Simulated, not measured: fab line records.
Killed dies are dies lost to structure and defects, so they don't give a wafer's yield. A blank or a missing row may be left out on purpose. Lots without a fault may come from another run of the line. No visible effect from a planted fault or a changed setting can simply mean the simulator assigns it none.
fab line records	flow sfq-line
record lots=5	wafers=23
route steps=325 shown JJ@182 M5@199 R5@213 I5@233 C5@244 M6@255
start-h: hours from the record's first day to the start of the lot's first wafer shown	wait-h: time in hours since the lot's previous step	" identical to the entry in the row above	L1.1+2: a single row standing in for several wafers	- value missing, or start not given	* or withheld: withheld	< > ~ a bound
route shown NAME@n: names a module that has steps shown in the file, with the first one's number in the route	usual: mean/standard deviation taken from wafers without a fault	same: alike in all rows	chamber/n: place in a boat	sites: the reading at each site	_std_site: how widely they spread, as a standard deviation	_edge_site: outer sites' mean less inner sites'	radius-mm: for every site, how far away it sits from the centre of the wafer	mask NAME#n: copy n	behind: the most recent tool/chamber to have shaped the wafer	hold: why the lot was held/for how many hours/how that ended	device: names the non-switching transistor (n, p or np)	end of line: the tests these same wafers got at the end of their route	for a step that has no rows: nothing shown but its recipe	killed: count of dies lost to structure and defects at first sort (not the wafer's yield)	map: dies across one wafer; x = killed, . = not, _ = none there
set.NAME: the setting as run; set.NAME@STEP: as run at that earlier step	model.NAME: the simulator's own value behind a step, which no gauge read
one table per step and one row per wafer, for lots whose settings were changed on purpose
## steps
# step SFQ_TRILAYER_JJ_TRILAYER_DEP_SPUTTER_112
# recipe material=Nb	base-pressure-pa=1.33e-06	chamber-pressure-pa=0.1333	substrate-temp-c=20	target-thk-nm=170	power-w=2000	time-s=113.3
lot.wafer	tool	chamber	start-h	wait-h	set.time-s	model.Nb_of_TRILAYER_JJ_TRILAYER_DEP_SPUTTER_112.thk-nm
L075.1	pvd-sputter-04	-	1312.47	0.5	113.3	170
L075.3	"	-	"	"	113.3	172.1
L075.4	"	-	"	"	113.3	173.7
L075.5	"	-	"	"	113.3	171.2
L075.6	"	-	"	"	113.3	170.3
L076.1	pvd-sputter-03	-	1319.11	0.5	113.3	169.3
L076.2	"	-	"	"	113.3	170.5
L076.3	"	-	"	"	113.3	172.1
L076.5	"	-	"	"	113.3	170.1
L076.6	"	-	"	"	113.3	172.3
L077.1	pvd-sputter-03	-	1341.15	0.5	113.3	174.1
L077.2	"	-	"	"	113.3	172
L077.3+6	"	-	"	"	123.4	187.8
L077.4	"	-	"	"	113.3	170.8
L080.1	pvd-sputter-03	-	1385.94	0.5	119	177.8
L080.2	"	-	"	"	113.3	168.6
L080.3	"	-	"	"	119	175.5
L080.5	"	-	"	"	113.3	168
L080.6	"	-	"	"	119	177.2
L082.3	pvd-sputter-04	-	1414.04	0.5	113.3	171.6
L082.5	"	-	"	"	113.3	172.1
L082.6	"	-	"	"	113.3	169.6
# step SFQ_JJ_RS_MEAS_929
# recipe thk-meas-gauge=four-point-probe	reads=Nb_of_TRILAYER_JJ_TRILAYER_DEP_SPUTTER_112
# usual JJ_NB_RS=1.049/0.011
lot.wafer	tool	chamber	start-h	wait-h	set.time-s@TRILAYER_JJ_TRILAYER_DEP_SPUTTER_112	JJ_NB_RS[ohm/sq]
L075.1	film-metro-03	-	1312.55	0.0	113.3	1.051
L075.3	"	-	"	"	113.3	1.038
L075.4	"	-	"	"	113.3	1.028
L075.5	"	-	"	"	113.3	1.042
L075.6	"	-	"	"	113.3	1.048
L076.1	film-metro-01	-	1319.19	0.0	113.3	1.051
L076.2	"	-	"	"	113.3	1.044
L076.3	"	-	"	"	113.3	1.035
L076.5	"	-	"	"	113.3	1.048
L076.6	"	-	"	"	113.3	1.034
L077.1	film-metro-03	-	1341.23	0.0	113.3	1.024
L077.2	"	-	"	"	113.3	1.037
L077.3	"	-	"	"	123.4	0.948
L077.4	"	-	"	"	113.3	1.044
L077.6	"	-	"	"	123.4	0.949
L080.1	film-metro-03	-	1386.02	0.0	119	1.004
L080.2	"	-	"	"	113.3	1.061
L080.3	"	-	"	"	119	1.018
L080.5	"	-	"	"	113.3	1.060
L080.6	"	-	"	"	119	1.005
L082.3	film-metro-03	-	1414.16	0.1	113.3	1.038
L082.5	"	-	"	"	113.3	1.036
L082.6	"	-	"	"	113.3	1.050
# step SFQ_TRILAYER_JJ_CE_LITHO_EXPOSE_115
# recipe mask-id=J5	na=0.6	source-shape=conventional	sigma-outer=0.65	target-cd-nm=700	dose-mj=14.4
lot.wafer	tool	chamber	start-h	wait-h	mask	set.dose-mj
L075.1+3	krf-scanner-02	0	1313.61	-	J5#0	13.5
L075.4+5+6	"	0	"	"	J5#0	14.4
L076.1+2+3+5+6	krf-scanner-02	0	1321.88	-	J5#0	14.4
L077.1+2+3+4+6	krf-scanner-02	0	1342.16	-	J5#0	14.4
L080.1+2	krf-scanner-01	0	1391.09	-	J5#0	14.4
L080.3+5+6	"	0	"	"	J5#0	14.12
L082.3+5+6	krf-scanner-02	0	1418.02	-	J5#0	14.4
# step SFQ_TRILAYER_JJ_CE_LITHO_PEB_117
# recipe peb-temp-c=115	peb-time-s=60	resist=KrF
# step SFQ_TRILAYER_JJ_CE_LITHO_DEVELOP_116
# recipe time-s=60	resist=KrF
# step SFQ_TRILAYER_JJ_CE_METRO_MEASURE_117
# usual cd-nm=699.6/1.4
lot.wafer	tool	chamber	start-h	wait-h	set.dose-mj@TRILAYER_JJ_CE_LITHO_EXPOSE_115	cd-nm
L075.1	cd-sem-02	-	1315.14	0.0	13.5	708.0
L075.3	"	-	"	"	13.5	708.8
L075.4	"	-	"	"	14.4	698.1
L075.5	"	-	"	"	14.4	696.8
L075.6	"	-	"	"	14.4	697.3
L076.1	cd-sem-01	-	1323.42	0.0	14.4	700.1
L076.2	"	-	"	"	14.4	701.3
L076.3	"	-	"	"	14.4	700.6
L076.5	"	-	"	"	14.4	700.7
L076.6	"	-	"	"	14.4	702.1
L077.1	cd-sem-02	-	1343.70	0.0	14.4	699.3
L077.2	"	-	"	"	14.4	698.0
L077.3	"	-	"	"	14.4	700.4
L077.4	"	-	"	"	14.4	700.9
L077.6	"	-	"	"	14.4	700.0
L080.1	cd-sem-01	-	1392.63	0.0	14.4	700.6
L080.2	"	-	"	"	14.4	701.3
L080.3	"	-	"	"	14.12	704.6
L080.5	"	-	"	"	14.12	703.0
L080.6	"	-	"	"	14.12	703.4
L082.3	cd-sem-01	-	1419.55	0.4	14.4	700.8
L082.5	"	-	"	"	14.4	700.2
L082.6	"	-	"	"	14.4	699.5
# step SFQ_TRILAYER_JJ_CE_BARC_OPEN_RIE_150
# recipe mask-material=PR	chemistry=O2	target-depth-nm=240	target=BARC	icp-w=600	bias-w=80	pressure-mtorr=10	time-s=80
lot.wafer	tool	chamber	start-h	wait-h	set.icp-w	set.dose-mj@TRILAYER_JJ_CE_LITHO_EXPOSE_115	model.JJ.cd-nm
L075.1	rie-metal-01	1	1316.34	1.0	634.8	13.5	709.3
L075.3	"	0	"	"	634.8	13.5	710.1
L075.4	"	1	"	"	600	14.4	699.7
L075.5	"	1	"	"	600	14.4	698.3
L075.6	"	0	"	"	634.8	14.4	699
L076.1	rie-metal-04	0	1324.62	1.0	600	14.4	700.2
L076.2	"	1	"	"	600	14.4	702.5
L076.3	"	0	"	"	600	14.4	699.9
L076.5	"	0	"	"	600	14.4	699.7
L076.6	"	1	"	"	600	14.4	703.3
L077.1	rie-metal-03	0	1344.90	1.0	600	14.4	695.7
L077.2	"	1	"	"	600	14.4	695.8
L077.3	"	0	"	"	600	14.4	697.2
L077.4+6	"	1	"	"	600	14.4	698.5
L080.1	rie-metal-03	0	1393.83	1.0	647.6	14.4	698
L080.2	"	1	"	"	647.6	14.4	700.3
L080.3	"	1	"	"	600	14.12	703.1
L080.5	"	1	"	"	647.6	14.12	702
L080.6	"	0	"	"	600	14.12	700.3
L082.3	rie-metal-01	1	1420.38	0.6	600	14.4	702.2
L082.5	"	0	"	"	600	14.4	699.8
L082.6	"	1	"	"	600	14.4	700.6
# step SFQ_TRILAYER_JJ_CE_ETCH_RIE_118
# recipe target=Nb	stop-on=Al2O3	mask-material=PR	taper-deg=13.257	over-etch-frac=0.15	time-s=97.7	chemistry=SF6	target-depth-nm=170	icp-w=588.7	bias-w=80	pressure-mtorr=10
lot.wafer	tool	chamber	start-h	wait-h	set.dose-mj@TRILAYER_JJ_CE_LITHO_EXPOSE_115	model.JJ.cd-nm
L075.1	rie-metal-01	1	1316.44	0.1	13.5	707.7
L075.3	"	0	"	"	13.5	707.9
L075.4	"	1	"	"	14.4	699.1
L075.5	"	1	"	"	14.4	697.5
L075.6	"	0	"	"	14.4	697.7
L076.1	rie-metal-04	0	1324.71	0.1	14.4	699.6
L076.2	"	1	"	"	14.4	701.2
L076.3	"	0	"	"	14.4	699.1
L076.5	"	0	"	"	14.4	698.1
L076.6	"	1	"	"	14.4	702
L077.1	rie-metal-03	0	1344.99	0.1	14.4	696.9
L077.2	"	1	"	"	14.4	695.3
L077.3	"	0	"	"	14.4	698.3
L077.4	"	1	"	"	14.4	697.3
L077.6	"	1	"	"	14.4	697.4
L080.1	rie-metal-03	0	1393.92	0.1	14.4	700.1
L080.2	"	1	"	"	14.4	699.9
L080.3	"	1	"	"	14.12	702.2
L080.5	"	1	"	"	14.12	700.9
L080.6	"	0	"	"	14.12	701.9
L082.3	rie-metal-01	1	1420.48	0.1	14.4	701.2
L082.5	"	0	"	"	14.4	698.5
L082.6	"	1	"	"	14.4	699.1
# step SFQ_TRILAYER_M5_LITHO_COAT_123
# recipe resist=KrF	spin-rpm=3000	resist-thk-nm=600
lot.wafer	tool	chamber	start-h	wait-h	set.spin-rpm	model.KrF_of_TRILAYER_M5_LITHO_COAT_123.thk-nm
L075.1	litho-track-02	0	1318.12	0.2	3202	583.9
L075.3	"	0	"	"	3000	602.9
L075.4	"	0	"	"	3000	603.9
L075.5	"	0	"	"	3202	582
L075.6	"	0	"	"	3202	584
L076.1	litho-track-03	0	1326.39	0.2	3000	600.4
L076.2	"	0	"	"	3172	582
L076.3	"	0	"	"	3000	598.8
L076.5	"	0	"	"	3172	582.4
L076.6	"	0	"	"	3000	600.3
L077.1	litho-track-02	0	1346.67	0.2	2825	620.3
L077.2	"	0	"	"	3000	603
L077.3	"	0	"	"	2825	620.2
L077.4	"	0	"	"	3000	600.9
L077.6	"	0	"	"	2825	620.7
L080.1	litho-track-04	0	1395.60	0.2	3000	599.1
L080.2	"	0	"	"	2844	614.2
L080.3	"	0	"	"	2844	614.7
L080.5	"	0	"	"	3000	599
L080.6	"	0	"	"	2844	614.5
L082.3	litho-track-03	0	1422.23	0.2	3000	601.3
L082.5	"	0	"	"	3000	601.1
L082.6	"	0	"	"	3000	601
# step SFQ_TRILAYER_M5_LITHO_SOFTBAKE_127
# recipe temp-c=withheld	time-s=withheld	resist=KrF
# step SFQ_TRILAYER_M5_LITHO_EXPOSE_124
# recipe mask-id=M5	na=0.6	source-shape=conventional	sigma-outer=0.65	target-cd-nm=700	dose-mj=14.4
# step SFQ_TRILAYER_M5_BARC_OPEN_METAL_ETCH_161
# recipe mask-material=PR	chemistry=O2	target-depth-nm=125	target=BARC	icp-w=600	bias-w=80	pressure-mtorr=10	time-s=41.7
# step SFQ_TRILAYER_M5_ETCH_METAL_ETCH_126
# recipe target=Nb	stop-on=SiO2	mask-material=PR	over-etch-frac=0.15	time-s=203.2	chemistry=Cl2/BCl3	target-depth-nm=265	icp-w=600	bias-w=80	pressure-mtorr=10
lot.wafer	tool	chamber	start-h	wait-h	set.spin-rpm@TRILAYER_M5_LITHO_COAT_123	model.KrF_of_TRILAYER_M5_LITHO_COAT_123.thk-nm
L075.1	rie-metal-03	0	1321.08	0.0	3202	352.2
L075.3	"	0	"	"	3000	370.2
L075.4	"	1	"	"	3000	370.6
L075.5	"	1	"	"	3202	348.7
L075.6	"	0	"	"	3202	351.3
L076.1	rie-metal-03	1	1328.44	0.0	3000	367.6
L076.2	"	0	"	"	3172	350.1
L076.3	"	0	"	"	3000	365.1
L076.5	"	1	"	"	3172	348.8
L076.6	"	0	"	"	3000	366.8
L077.1	rie-metal-02	0	1348.84	0.0	2825	389.1
L077.2	"	1	"	"	3000	371.3
L077.3	"	0	"	"	2825	387.7
L077.4	"	1	"	"	3000	368.3
L077.6	"	0	"	"	2825	388.6
L080.1	rie-metal-01	0	1504.69	0.0	3000	371.7
L080.2	"	1	"	"	2844	384.8
L080.3	"	1	"	"	2844	384.4
L080.5	"	0	"	"	3000	373.4
L080.6	"	1	"	"	2844	384.5
L082.3	rie-metal-03	1	1535.68	0.1	3000	372.1
L082.5	"	0	"	"	3000	374.4
L082.6	"	1	"	"	3000	370.9
# step SFQ_TRILAYER_R5_DEP_SPUTTER_133
# recipe material=MoNx	base-pressure-pa=1.33e-06	target-thk-nm=40	power-w=1000	time-s=66.7	chamber-pressure-pa=0.4
lot.wafer	tool	chamber	start-h	wait-h	set.power-w	model.MoNx_of_TRILAYER_R5_DEP_SPUTTER_133.thk-nm
L075.1	pvd-sputter-05	-	1327.08	0.0	1000	41.14
L075.3	"	-	"	"	1057	42.56
L075.4	"	-	"	"	1000	40.6
L075.5	"	-	"	"	1057	43.08
L075.6	"	-	"	"	1000	41.2
L076.1	pvd-sputter-05	-	1333.72	0.0	906.2	35.77
L076.2	"	-	"	"	1000	40.14
L076.3	"	-	"	"	1000	40.46
L076.5	"	-	"	"	906.2	36.72
L076.6	"	-	"	"	1000	40.01
L077.1	pvd-sputter-06	-	1354.14	0.0	1000	40.1
L077.2+6	"	-	"	"	969.6	38.17
L077.3	"	-	"	"	1000	39.91
L077.4	"	-	"	"	969.6	38.41
L080.1	pvd-sputter-04	-	1522.09	0.0	1000	40.38
L080.2	"	-	"	"	1000	40.16
L080.3	"	-	"	"	1000	39.23
L080.5	"	-	"	"	944.5	38.17
L080.6	"	-	"	"	944.5	37.64
L082.3	pvd-sputter-06	-	1546.09	0.0	1000	39.67
L082.5	"	-	"	"	1000	39.09
L082.6	"	-	"	"	1000	39.8
# step SFQ_TRILAYER_R5_DEP_SPUTTER_134
# recipe material=Ti	base-pressure-pa=1.33e-06	target-thk-nm=5	power-w=2000	time-s=5	chamber-pressure-pa=0.4
# step SFQ_R5_RS_MEAS_933
# recipe thk-meas-gauge=four-point-probe	reads=Ti_of_TRILAYER_R5_DEP_SPUTTER_134+MoNx_of_TRILAYER_R5_DEP_SPUTTER_133+Ti_of_TRILAYER_R5_DEP_SPUTTER_132
# usual R5_MONX_RS=7.04/0.095
lot.wafer	tool	chamber	start-h	wait-h	set.power-w@TRILAYER_R5_DEP_SPUTTER_133	R5_MONX_RS[ohm/sq]
L075.1	film-metro-03	-	1327.15	0.0	1000	6.85
L075.3	"	-	"	"	1057	6.64
L075.4	"	-	"	"	1000	6.95
L075.5	"	-	"	"	1057	6.56
L075.6	"	-	"	"	1000	6.87
L076.1	film-metro-01	-	1333.79	0.0	906.2	7.82
L076.2	"	-	"	"	1000	7.01
L076.3	"	-	"	"	1000	6.95
L076.5	"	-	"	"	906.2	7.63
L076.6	"	-	"	"	1000	7.02
L077.1	film-metro-04	-	1354.21	0.0	1000	7.03
L077.2	"	-	"	"	969.6	7.34
L077.3	"	-	"	"	1000	7.05
L077.4	"	-	"	"	969.6	7.32
L077.6	"	-	"	"	969.6	7.34
L080.1	film-metro-04	-	1522.16	0.0	1000	6.95
L080.2	"	-	"	"	1000	7.01
L080.3	"	-	"	"	1000	7.17
L080.5	"	-	"	"	944.5	7.33
L080.6	"	-	"	"	944.5	7.41
L082.3	film-metro-01	-	1546.20	0.0	1000	7.14
L082.5	"	-	"	"	1000	7.19
L082.6	"	-	"	"	1000	7.10
# step SFQ_R5_THK_MEAS_934
# recipe thk-meas-gauge=xrf	reads=MoNx_of_TRILAYER_R5_DEP_SPUTTER_133
# usual R5_MONX_THK=39.8/0.57
lot.wafer	tool	chamber	start-h	wait-h	set.power-w@TRILAYER_R5_DEP_SPUTTER_133	R5_MONX_THK[nm]
L075.1	film-metro-03	-	1327.27	0.1	1000	40.8
L075.3	"	-	"	"	1057	42.2
L075.4	"	-	"	"	1000	40.4
L075.5	"	-	"	"	1057	42.9
L075.6	"	-	"	"	1000	41.1
L076.1	film-metro-01	-	1333.91	0.1	906.2	35.6
L076.2	"	-	"	"	1000	40.1
L076.3	"	-	"	"	1000	40.4
L076.5	"	-	"	"	906.2	36.9
L076.6	"	-	"	"	1000	39.8
L077.1	film-metro-04	-	1354.33	0.1	1000	39.7
L077.2	"	-	"	"	969.6	37.7
L077.3	"	-	"	"	1000	39.3
L077.4	"	-	"	"	969.6	38.0
L077.6	"	-	"	"	969.6	37.7
L080.1	film-metro-04	-	1522.28	0.1	1000	40.0
L080.2	"	-	"	"	1000	39.8
L080.3	"	-	"	"	1000	39.0
L080.5	"	-	"	"	944.5	38.0
L080.6	"	-	"	"	944.5	37.2
L082.3	film-metro-01	-	1546.30	0.1	1000	39.5
L082.5	"	-	"	"	1000	39.2
L082.6	"	-	"	"	1000	39.7
# step SFQ_TRILAYER_R5_LITHO_COAT_141
# recipe resist=BARC	spin-rpm=3000	resist-thk-nm=62
lot.wafer	tool	chamber	start-h	wait-h	set.spin-rpm	model.BARC_of_TRILAYER_R5_LITHO_COAT_141.thk-nm
L075.1	litho-track-04	0	1327.33	0.1	3000	62.26
L075.3	"	0	"	"	3000	62.29
L075.4	"	0	"	"	3000	62.23
L075.5	"	0	"	"	3062	61.4
L075.6	"	0	"	"	3062	61.37
L076.1	litho-track-04	0	1333.97	0.1	3169	60.35
L076.2	"	0	"	"	3000	61.93
L076.3	"	0	"	"	3169	60.5
L076.5	"	0	"	"	3000	62.14
L076.6	"	0	"	"	3000	62.09
L077.1	litho-track-01	0	1354.39	0.1	2842	63.76
L077.2	"	0	"	"	3000	62.01
L077.3	"	0	"	"	2842	63.71
L077.4	"	0	"	"	2842	63.79
L077.6	"	0	"	"	3000	62.06
L080.1	litho-track-04	0	1522.34	0.1	3000	62.15
L080.2	"	0	"	"	2824	63.82
L080.3	"	0	"	"	2824	63.79
L080.5	"	0	"	"	3000	61.85
L080.6	"	0	"	"	3000	61.92
L082.3	litho-track-02	0	1546.44	0.1	3000	61.71
L082.5	"	0	"	"	3000	61.92
L082.6	"	0	"	"	3000	61.86
# step SFQ_TRILAYER_I5_LITHO_PEB_147
# recipe peb-temp-c=115	peb-time-s=60	resist=KrF
lot.wafer	tool	chamber	start-h	wait-h	set.peb-time-s
L075.1+3+6	litho-track-01	0	1404.42	1.0	60
L075.4+5	"	0	"	"	64.93
L076.1+2+3	litho-track-04	0	1405.62	1.0	60
L076.5+6	"	0	"	"	64.61
L077.1+2+3+4+6	litho-track-04	0	1406.82	1.0	60
L080.1+3	litho-track-04	0	1547.07	1.0	65.81
L080.2+5+6	"	0	"	"	60
L082.3+5+6	litho-track-04	0	1554.32	0.7	60
# step SFQ_TRILAYER_I5_LITHO_DEVELOP_146
# recipe time-s=60	resist=KrF
# step SFQ_TRILAYER_I5_BARC_OPEN_VIA_ETCH_200
# recipe mask-material=PR	chemistry=O2	target-depth-nm=125	target=BARC	source-w=500	bias-w=80	pressure-mtorr=30	time-s=41.7
lot.wafer	tool	chamber	start-h	wait-h	set.peb-time-s@TRILAYER_I5_LITHO_PEB_147	model.I5.cd-nm
L075.1	rie-diel-02	1	1404.75	0.0	60	699.8
L075.3	"	2	"	"	60	701.6
L075.4	"	3	"	"	64.93	711.3
L075.5	"	3	"	"	64.93	710.9
L075.6	"	2	"	"	60	701.7
L076.1	rie-diel-03	0	1405.95	0.0	60	700
L076.2	"	1	"	"	60	700.6
L076.3	"	2	"	"	60	699.7
L076.5	"	3	"	"	64.61	710.8
L076.6	"	0	"	"	64.61	707.7
L077.1+2	rie-diel-04	1,2	1407.15	0.0	60	700.9
L077.3	"	3	"	"	60	700.3
L077.4	"	0	"	"	60	699.1
L077.6	"	2	"	"	60	699.9
L080.1	rie-diel-02	3	1547.40	0.0	65.81	712.1
L080.2	"	0	"	"	60	698.8
L080.3	"	2	"	"	65.81	710.3
L080.5	"	2	"	"	60	698.2
L080.6	"	1	"	"	60	699.5
L082.3+6	rie-diel-04	3	1554.60	0.0	60	699.7
L082.5	"	2	"	"	60	700.7
# step SFQ_TRILAYER_C5_LITHO_PEB_154
# recipe peb-temp-c=115	peb-time-s=60	resist=KrF
lot.wafer	tool	chamber	start-h	wait-h	set.peb-time-s
L075.1+5	litho-track-03	0	1518.69	1.0	60
L075.3+4+6	"	0	"	"	67.06
L076.1+6	litho-track-03	0	1519.92	1.0	60
L076.2+3+5	"	0	"	"	53.2
L077.1+2+3+4+6	litho-track-02	0	1522.02	1.0	60
L080.1+2	litho-track-02	0	1574.39	1.0	60
L080.3+5+6	"	0	"	"	64.54
L082.3+5+6	litho-track-03	0	1648.69	0.7	60
# step SFQ_TRILAYER_C5_LITHO_DEVELOP_153
# recipe time-s=60	resist=KrF
# step SFQ_TRILAYER_C5_BARC_OPEN_VIA_ETCH_210
# recipe mask-material=PR	chemistry=O2	target-depth-nm=125	target=BARC	source-w=500	bias-w=80	pressure-mtorr=30	time-s=41.7
lot.wafer	tool	chamber	start-h	wait-h	set.peb-time-s@TRILAYER_C5_LITHO_PEB_154	model.C5.cd-nm
L075.1	rie-diel-02	2	1519.03	0.0	60	499.8
L075.3	"	1	"	"	67.06	514.1
L075.4	"	0	"	"	67.06	517.1
L075.5	"	1	"	"	60	499.1
L075.6	"	2	"	"	67.06	514.3
L076.1	rie-diel-03	3	1520.25	0.0	60	498.8
L076.2	"	1	"	"	53.2	480.9
L076.3	"	2	"	"	53.2	483.8
L076.5	"	2	"	"	53.2	483.1
L076.6	"	3	"	"	60	498.5
L077.1	rie-diel-03	3	1522.35	0.0	60	497.9
L077.2	"	0	"	"	60	498.9
L077.3	"	1	"	"	60	498.6
L077.4	"	2	"	"	60	500.6
L077.6	"	2	"	"	60	502.3
L080.1	rie-diel-03	1	1574.73	0.0	60	501.3
L080.2	"	0	"	"	60	502.7
L080.3	"	2	"	"	64.54	512.2
L080.5	"	1	"	"	64.54	511.2
L080.6	"	2	"	"	64.54	512.1
L082.3	rie-diel-02	2	1648.98	0.0	60	501.3
L082.5	"	1	"	"	60	500.5
L082.6	"	0	"	"	60	499.6
# step SFQ_TRILAYER_M6_LITHO_COAT_164
# recipe resist=BARC	spin-rpm=3000	resist-thk-nm=62
lot.wafer	tool	chamber	start-h	wait-h	set.spin-rpm	model.BARC_of_TRILAYER_M6_LITHO_COAT_164.thk-nm
L075.1	litho-track-02	0	1520.19	0.1	3000	61.79
L075.3	"	0	"	"	3089	61
L075.4	"	0	"	"	3089	60.88
L075.5	"	0	"	"	3089	60.69
L075.6	"	0	"	"	3000	61.85
L076.1	litho-track-04	0	1521.41	0.1	3000	61.96
L076.2	"	0	"	"	3000	62.08
L076.3	"	0	"	"	3000	61.85
L076.5	"	0	"	"	3000	62.02
L076.6	"	0	"	"	3000	61.98
L077.1	litho-track-04	0	1523.51	0.1	3000	61.93
L077.2	"	0	"	"	3000	62.15
L077.3	"	0	"	"	3221	59.63
L077.4	"	0	"	"	3000	61.89
L077.6	"	0	"	"	3221	59.83
L080.1	litho-track-03	0	1575.89	0.1	3061	61.43
L080.2	"	0	"	"	3000	62.09
L080.3	"	0	"	"	3000	61.97
L080.5	"	0	"	"	3000	62.15
L080.6	"	0	"	"	3061	61.35
L082.3	litho-track-02	0	1650.24	0.1	3000	61.7
L082.5	"	0	"	"	3000	61.79
L082.6	"	0	"	"	3000	61.84
## key
split step=SFQ_TRILAYER_JJ_TRILAYER_DEP_SPUTTER_112	setting=time-s	stated=113.3	by=wafer
response step=SFQ_TRILAYER_JJ_TRILAYER_DEP_SPUTTER_112	reading=model.Nb_of_TRILAYER_JJ_TRILAYER_DEP_SPUTTER_112.thk-nm	change=+1.73	per=1%	r=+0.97
response step=SFQ_JJ_RS_MEAS_929	reading=JJ_NB_RS	change=-0.00983	per=1%	r=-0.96
split step=SFQ_TRILAYER_JJ_CE_LITHO_EXPOSE_115	setting=dose-mj	stated=14.4	by=wafer
response step=SFQ_TRILAYER_JJ_CE_METRO_MEASURE_117	reading=cd-nm	change=-1.72	per=1%	r=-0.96
response step=SFQ_TRILAYER_JJ_CE_BARC_OPEN_RIE_150	reading=model.JJ.cd-nm	change=-1.68	per=1%	r=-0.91
response step=SFQ_TRILAYER_JJ_CE_ETCH_RIE_118	reading=model.JJ.cd-nm	change=-1.49	per=1%	r=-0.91
split step=SFQ_TRILAYER_JJ_CE_BARC_OPEN_RIE_150	setting=icp-w	stated=600	by=wafer
response none clear
split step=SFQ_TRILAYER_M5_LITHO_COAT_123	setting=spin-rpm	stated=3000	by=wafer
response step=SFQ_TRILAYER_M5_LITHO_COAT_123	reading=model.KrF_of_TRILAYER_M5_LITHO_COAT_123.thk-nm	change=-3.05	per=1%	r=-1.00
response step=SFQ_TRILAYER_M5_ETCH_METAL_ETCH_126	reading=model.KrF_of_TRILAYER_M5_LITHO_COAT_123.thk-nm	change=-2.88	per=1%	r=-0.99
split step=SFQ_TRILAYER_R5_DEP_SPUTTER_133	setting=power-w	stated=1000	by=wafer
response step=SFQ_TRILAYER_R5_DEP_SPUTTER_133	reading=model.MoNx_of_TRILAYER_R5_DEP_SPUTTER_133.thk-nm	change=+0.399	per=1%	r=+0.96
response step=SFQ_R5_RS_MEAS_933	reading=R5_MONX_RS	change=-0.07	per=1%	r=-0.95
response step=SFQ_R5_THK_MEAS_934	reading=R5_MONX_THK	change=+0.389	per=1%	r=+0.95
split step=SFQ_TRILAYER_R5_LITHO_COAT_141	setting=spin-rpm	stated=3000	by=wafer
response step=SFQ_TRILAYER_R5_LITHO_COAT_141	reading=model.BARC_of_TRILAYER_R5_LITHO_COAT_141.thk-nm	change=-0.313	per=1%	r=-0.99
split step=SFQ_TRILAYER_I5_LITHO_PEB_147	setting=peb-time-s	stated=60	by=wafer
response step=SFQ_TRILAYER_I5_BARC_OPEN_VIA_ETCH_200	reading=model.I5.cd-nm	change=+1.24	per=1%	r=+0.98
split step=SFQ_TRILAYER_C5_LITHO_PEB_154	setting=peb-time-s	stated=60	by=wafer
response step=SFQ_TRILAYER_C5_BARC_OPEN_VIA_ETCH_210	reading=model.C5.cd-nm	change=+1.36	per=1%	r=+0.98
split step=SFQ_TRILAYER_M6_LITHO_COAT_164	setting=spin-rpm	stated=3000	by=wafer
response step=SFQ_TRILAYER_M6_LITHO_COAT_164	reading=model.BARC_of_TRILAYER_M6_LITHO_COAT_164.thk-nm	change=-0.311	per=1%	r=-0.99
